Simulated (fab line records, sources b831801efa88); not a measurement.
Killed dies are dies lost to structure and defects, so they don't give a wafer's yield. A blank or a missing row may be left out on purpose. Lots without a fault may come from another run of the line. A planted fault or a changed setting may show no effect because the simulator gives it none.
A struck lot beside a sound one | flow sky130 | 17 steps out of a route of 708
Sound: wafers L110.1, L110.2, L110.3. Struck: wafers L112.4, L112.5, L112.6. The cause comes at the end.
At each step with rows: each side's tool, then ch and its chambers, then its first start. Under that, the readings that differ: sound wafers | struck wafers | difference of the means | sigmas: that difference in standard deviations of wafers without a fault.
alike: readings whose means differ by less than 2 such deviations, and words and numbers that are the same on both sides. not compared: withheld readings, readings that some wafer has no value for, bounds like >300 that may hide the same value, and numbers for which the record gives no deviation and whose values overlap.
The two part at a step that has a row with sigmas, a row that says differs or no value, or rows on one side only. Numbers that don't overlap but have no deviation are shown without sigmas and don't part them. A reading that every wafer of one side lacks parts them only if that side has two wafers or more.

SKY_VT_ADJUST_HVTR_OVL_MEAS_08:
  sound on overlay-02, day 10 11:04; struck on overlay-02, day 11 06:02
  alike: VT_ADJUST_HVTR_OVL
then, 1 step without rows for these wafers: SKY_VT_ADJUST_HVTR_IMPLANT_09.
SKY_VT_ADJUST_HVTR_STRIP_10: strips in O2/N2.
  sound on plasma_asher-04 ch 0,1, day 10 11:16; struck on plasma_asher-01 ch 0,1, day 11 06:14
  alike: drypump_motor_current_A, oes_product_au, strip_time_to_endpoint_s
  not compared: rf_hours_counter_h
SKY_VT_ADJUST_HVTR_TW_MEAS_11:
  sound on film_metro-01, day 10 11:22; struck on film_metro-04, day 11 06:20
  alike: VT_ADJUST_HVTR_TW
then, 7 steps without rows for these wafers: SKY_VT_ADJUST_PCH_DEHYDRATE_00 (time 60 s); SKY_VT_ADJUST_PCH_HMDS_01 (prime time 60 s); SKY_VT_ADJUST_PCH_COAT_02 (resist thk 3000 nm); SKY_VT_ADJUST_PCH_SOFTBAKE_03; SKY_VT_ADJUST_PCH_EXPOSE_04 (exposes mask NWM, target cd 840 nm); SKY_VT_ADJUST_PCH_PEB_05; SKY_VT_ADJUST_PCH_DEVELOP_06 (develop time 60 s).
SKY_VT_ADJUST_PCH_OVL_MEAS_07:
  sound on overlay-01, day 11 10:46; struck on overlay-02, day 12 05:56
  alike: VT_ADJUST_PCH_OVL
SKY_VT_ADJUST_PCH_IMPLANT_08:
  sound on implanter-02 ch 0, day 11 10:49; struck on implanter-02 ch 0, day 12 06:02
  reading            | sound                         | struck                        | difference | sigmas
  dose_ions_cm2      | 5.001e+11 5.001e+11 4.999e+11 | 3.465e+11 3.462e+11 3.459e+11 | -1.538e+11 | -99 or more
  faraday_current_uA | 2.81 2.81 2.80                | 1.96 1.92 1.93                | -0.87      | -15
SKY_VT_ADJUST_PCH_STRIP_09: strips in O2/N2.
  sound on plasma_asher-04 ch 0,1, day 11 10:58; struck on plasma_asher-04 ch 0,1, day 12 06:08
  alike: drypump_motor_current_A, oes_product_au, strip_time_to_endpoint_s
  not compared: rf_hours_counter_h
SKY_VT_ADJUST_PCH_TW_MEAS_10:
  sound on film_metro-02, day 11 11:04; struck on film_metro-03, day 12 06:14
  reading          | sound             | struck            | difference | sigmas
  VT_ADJUST_PCH_TW | 141.5 141.0 141.2 | 130.9 131.2 131.4 | -10.1      | -8
then, 1 step without rows for these wafers: SKY_SONOS_TUNNEL_DEHYDRATE_00 (time 60 s).
-- the record jumps here: 36 days lie between the struck wafers' starts before and after (it left off in module SONOS_TUNNEL and takes up again in module PAD_OPEN, whose first step shown is number 708 of the route) --
SKY_PAD_OPEN_PROBE_99:
  sound on prober-02, day 46 16:58; struck on prober-01, day 48 08:07
  reading                                  | sound                   | struck                  | difference | sigmas
  model.etest.pfet_01v8_lvt.off_log10_a_um | -8.352 -8.489 -8.405    | -8.877 -8.977 -8.991    | -0.533     |
  model.etest.pfet_g5v0d10v5.vt_sat_v (V)  | -0.6391 -0.6554 -0.6189 | -0.686 -0.6645 -0.6979  | -0.045     |
  model.etest.pfet_16v.vt_v (V)            | -1.087 -1.095 -1.081    | -1.154 -1.145 -1.157    | -0.064     |
  model.etest.pfet_g5v0d10v5.vt_v (V)      | -0.8236 -0.842 -0.8102  | -0.8829 -0.8575 -0.8841 | -0.0496    |
  model.etest.pfet_g5v0d10v5.vt_long_v (V) | -0.9263 -0.9279 -0.9143 | -0.9747 -0.9684 -0.9804 | -0.0517    |
  model.etest.pfet_01v8_lvt.vt_sat_v (V)   | -0.4182 -0.4212 -0.406  | -0.4578 -0.4598 -0.4609 | -0.0444    |
  alike: killed_at_M0_to_M3, killed_at_M4_up, killed_at_contacts, killed_at_front_end, killed_at_other, killed_dies, killed_open, killed_short
  not compared: model.etest.pfet_01v8_lvt.drive_ua_um, model.etest.pfet_g5v0d10v5.off_log10_a_um

WHERE THEY PART
First at SKY_VT_ADJUST_PCH_IMPLANT_08; last, within this record, at SKY_VT_ADJUST_PCH_TW_MEAS_10. Later steps at which nothing parts them and some readings are alike: SKY_PAD_OPEN_PROBE_99.

WHY: what the simulator had put in
Process parameter drift: implanter-02, from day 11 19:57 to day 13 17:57, at SKY_VT_ADJUST_PCH_IMPLANT_08. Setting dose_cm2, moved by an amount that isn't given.
